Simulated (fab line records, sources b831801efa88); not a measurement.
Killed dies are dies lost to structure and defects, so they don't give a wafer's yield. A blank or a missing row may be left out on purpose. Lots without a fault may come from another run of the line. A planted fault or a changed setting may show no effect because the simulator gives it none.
A struck lot beside a sound one | flow gf180mcu | 17 steps out of a route of 602
Sound: wafers L292.1, L292.3, L292.4. Struck: wafer L296.2. (L296.1, L296.3 of the same lot were not struck and are left out.) The cause comes at the end.
At each step with rows: each side's tool, then ch and its chambers, then its first start. Under that, the readings that differ: sound wafers | struck wafers | difference of the means | sigmas: that difference in standard deviations of wafers without a fault.
alike: readings whose means differ by less than 2 such deviations, and words and numbers that are the same on both sides. not compared: withheld readings, readings that some wafer has no value for, bounds like >300 that may hide the same value, and numbers for which the record gives no deviation and whose values overlap.
The two part at a step that has a row with sigmas, a row that says differs or no value, or rows on one side only. Numbers that don't overlap but have no deviation are shown without sigmas and don't part them. A reading that every wafer of one side lacks parts them only if that side has two wafers or more.

first, 3 steps without rows for these wafers: GF_V4_EXPOSE_11 (exposes mask Via4, target cd 260 nm); GF_V4_PEB_12 (peb time 90 s); GF_V4_DEVELOP_13 (develop time 60 s).
GF_V4_CD_MEAS_14: target cd 260 nm.
  sound on cd_sem-01, day 26 10:28; struck on cd_sem-02, day 28 12:10
  alike: cd_nm
GF_V4_OVL_MEAS_15:
  sound on overlay-02, day 26 10:35; struck on overlay-02, day 28 12:17
  reading     | sound  | struck | difference | sigmas
  V4_OVL (nm) | 3 -4 1 | -11    | -11        | -2
GF_V4_ETCH_16: etches BARC in N2/H2.
  sound on rie_diel-04 ch 1,2,3, day 26 10:37; struck on rie_diel-02 ch 3, day 28 12:19
  reading               | sound             | struck | difference | sigmas
  oes_product_au (a.u.) | 0.852 0.850 0.856 | 0.862  | +0.009     | +2
  alike: drypump_motor_current_A, throttle_valve_pct
then, 1 step without rows for these wafers: GF_V4_ETCH_17 (etches SiO2 in C4F8/O2/Ar, stops on TiN, target depth 630 nm).
GF_V4_STRIP_18: strips in O2/N2.
  sound on plasma_asher-01 ch 0,1, day 26 10:44; struck on plasma_asher-01 ch 1, day 28 12:26
  alike: drypump_motor_current_A, heater_power_w, o2_flow_sccm, oes_product_au
  not compared: rf_hours_counter_h
then, 2 steps without rows for these wafers: GF_V4_STRIP_19 (strips in post etch residue remover, time 1200 s); GF_V4_CLEAN_20 (cleans in DIW).
GF_V4_SPUTTER_21: material Ti, target thk 15 nm, time 80.02 s.
  sound on pvd_sputter-02, day 26 11:19; struck on pvd_sputter-02, day 28 13:01
  alike: throttle_valve_pct
GF_V4_SPUTTER_22: material TiN, target thk 10 nm, time 40 s.
  sound on pvd_sputter-02, day 26 11:22; struck on pvd_sputter-02, day 28 13:04
  alike: throttle_valve_pct
GF_V4_CVD_23: deposits W, target thk 350 nm, time 104.9 s.
  sound on cvd_w-02 ch 0,1, day 26 11:25; struck on cvd_w-02 ch 0, day 28 13:07
  reading                          | sound             | struck | difference | sigmas
  model.W_of_V4_CVD_23.thk_nm (nm) | 349.2 355.3 349.3 | 318.7  | -32.6      |
  alike: heater_power_w
GF_V4_RS_MEAS_24: measures by four-point-probe.
  sound on film_metro-03, day 26 11:31; struck on film_metro-01, day 28 13:13
  reading          | sound             | struck | difference | sigmas
  V4_W_RS (ohm/sq) | 0.329 0.323 0.329 | 0.360  | +0.033     | +10
GF_V4_THK_MEAS_25: measures by xrf.
  sound on film_metro-03, day 26 11:38; struck on film_metro-01, day 28 13:20
  reading       | sound       | struck | difference | sigmas
  V4_W_THK (nm) | 355 360 355 | 323    | -34        | -8
GF_V4_CMP_26: polishes, stops on SiO2, t overpolish 15 s, target thk 0 nm.
  sound on cmp-01 ch 0,1,2, day 26 11:42; struck on cmp-02 ch 1, day 28 13:24
  reading          | sound             | struck | difference | sigmas
  platen_rpm (rpm) | 59.97 60.03 59.90 | 60.08  | +0.11      | +3
  alike: motor_current_A
then, 1 step without rows for these wafers: GF_PASSIVATION_PROBE_99.

WHERE THEY PART
First at GF_V4_OVL_MEAS_15; last, within this record, at GF_V4_CMP_26.

WHY: what the simulator had put in
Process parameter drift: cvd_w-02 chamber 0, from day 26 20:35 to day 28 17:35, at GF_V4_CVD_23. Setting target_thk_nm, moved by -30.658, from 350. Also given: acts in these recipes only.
